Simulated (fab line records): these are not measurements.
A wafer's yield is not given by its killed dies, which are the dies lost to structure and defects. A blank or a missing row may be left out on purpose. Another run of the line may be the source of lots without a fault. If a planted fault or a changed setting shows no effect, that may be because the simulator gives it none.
A struck lot beside a sound one | flow gf180mcu | 20 out of 602 route steps
Sound: wafers L732.1, L732.2, L732.6. Struck: wafers L737.1, L737.3, L737.5. The cause is named last.
At each step with rows: each side's tool, then ch and its chambers, then its first start. Under that, the readings that differ: sound wafers | struck wafers | difference of the means | sigmas: that difference in standard deviations of wafers without a fault.
alike: a reading whose means differ by less than 2 such deviations, as well as words and numbers matching on both sides. not compared: withheld readings; readings where some wafer has no value; bounds like >300 that might hide an equal value; numbers whose values overlap and for which the record gives no deviation.
A row with sigmas, a row that says differs or no value, or rows on one side alone: a step with any of these is where the two part. Numbers that have no deviation but don't overlap get no sigmas and don't part them. Lack of a reading on every wafer of one side parts them only where that side has two or more wafers.

GF_PSD_STRIP_10: strips in O2/N2.
  sound on plasma asher-02 ch 0,1, day 17 04:37; struck on plasma asher-04 ch 0,1, day 18 23:21
  alike: chamber pressure mTorr, drypump motor current A, heater power w, o2 flow sccm, oes product au, platen temp c, strip time to endpoint s
  not compared: rf hours counter h
GF_PSD_TW_MEAS_11:
  sound on film metro-04, day 17 04:43; struck on film metro-01, day 18 23:27
  alike: PSD_TW
then, 1 step without rows for these wafers: GF_PSD_CLEAN_12 (cleans in SC1/SC2, time 150 s).
GF_PSD_RTA_13: time 20 s.
  sound on rtp anneal-01 ch 0, day 17 04:49; struck on rtp anneal-02 ch 0, day 18 23:34
  reading            | sound          | struck         | difference | sigmas
  lamp power pct (%) | 31.7 31.7 31.7 | 28.7 28.7 28.7 | -3.0       | -2
  alike: wafer_temp_C_max
GF_PSD_RS_MEAS_14: a four-point-probe measurement.
  sound on film metro-03, day 17 04:54; struck on film metro-03, day 18 23:42
  alike: NSD_RS
GF_PSD_RS_MEAS_15: a four-point-probe measurement.
  sound on film metro-03, day 17 05:01; struck on film metro-03, day 18 23:49
  alike: PSD_RS
GF_SAB_CVD_00: deposits SiO2 from TEOS, target thk 50 nm, time 4.9302 s.
  sound on pecvd-02 ch 0,2, day 17 05:08; struck on pecvd-02 ch 0,1, day 18 23:56
  alike: heater power w, rf fwd power W
GF_SAB_THK_MEAS_01:
  sound on film metro-04, day 17 05:10; struck on film metro-02, day 18 23:58
  reading             | sound          | struck         | difference | sigmas
  SAB_CVD_00_THK (nm) | 50.2 49.4 50.8 | 48.0 48.7 48.9 | -1.6       | -2
then, 4 steps without rows for these wafers: GF_SAB_DEHYDRATE_02 (time 60 s); GF_SAB_HMDS_03 (prime time 60 s); GF_SAB_COAT_04 (resist thk 1000 nm); GF_SAB_SOFTBAKE_05 (time 60 s).
GF_SAB_EXPOSE_06: exposes mask SAB, target cd 420 nm.
  sound on iline stepper-02 ch 0, day 17 17:01; struck on iline stepper-01 ch 0, day 19 12:23
  alike: mask
following that, these wafers have no rows for 1 step: GF_SAB_PEB_07.
GF_SAB_DEVELOP_08: develop time 62.17 s.
  sound on litho track-03 ch 0, day 18 03:17; struck on litho track-02 ch 0, day 20 00:18
  reading              | sound           | struck            | difference | sigmas
  model.SAB.cd nm (nm) | 420.2 421 424.1 | 298.2 261.9 232.9 | -157.4     |
  alike: developer temp C
GF_SAB_CD_MEAS_09: the cd target is 420 nm.
  sound on cd sem-01, day 18 03:26; struck on cd sem-01, day 20 00:27
  reading    | sound             | struck            | difference | sigmas
  cd nm (nm) | 420.6 420.8 424.0 | 298.2 261.8 232.5 | -157.6     | -72
GF_SAB_OVL_MEAS_10:
  sound on overlay-01, day 18 03:34; struck on overlay-01, day 20 00:34
  alike: SAB_OVL
GF_SAB_ETCH_11: etches SiO2 in C4F8/O2/Ar, target depth 55 nm, time 8.5 s.
  sound on rie diel-03 ch 1,2,3, day 18 03:36; struck on rie diel-02 ch 0,1,3, day 20 00:36
  reading              | sound             | struck            | difference | sigmas
  model.SAB.cd nm (nm) | 420.4 421.6 424.4 | 298.3 261.8 232.3 | -158.0     |
  alike: chamber pressure mTorr, oes product au, rf fwd power W
  not compared: rf hours counter h
then, 1 step without rows for these wafers: GF_SAB_WET_ETCH_12 (etches SiO2 in dHF, target depth 22 nm, time 440 s).
GF_PASSIVATION_PROBE_99:
  sound wafers here have rows in the record (prober-02, day 31 11:42); struck ones have none

== WHERE THEY PART ==
Last at GF_PASSIVATION_PROBE_99 as far as this record goes, first at GF_PSD_RTA_13.

WHY: what had been put in by the simulator
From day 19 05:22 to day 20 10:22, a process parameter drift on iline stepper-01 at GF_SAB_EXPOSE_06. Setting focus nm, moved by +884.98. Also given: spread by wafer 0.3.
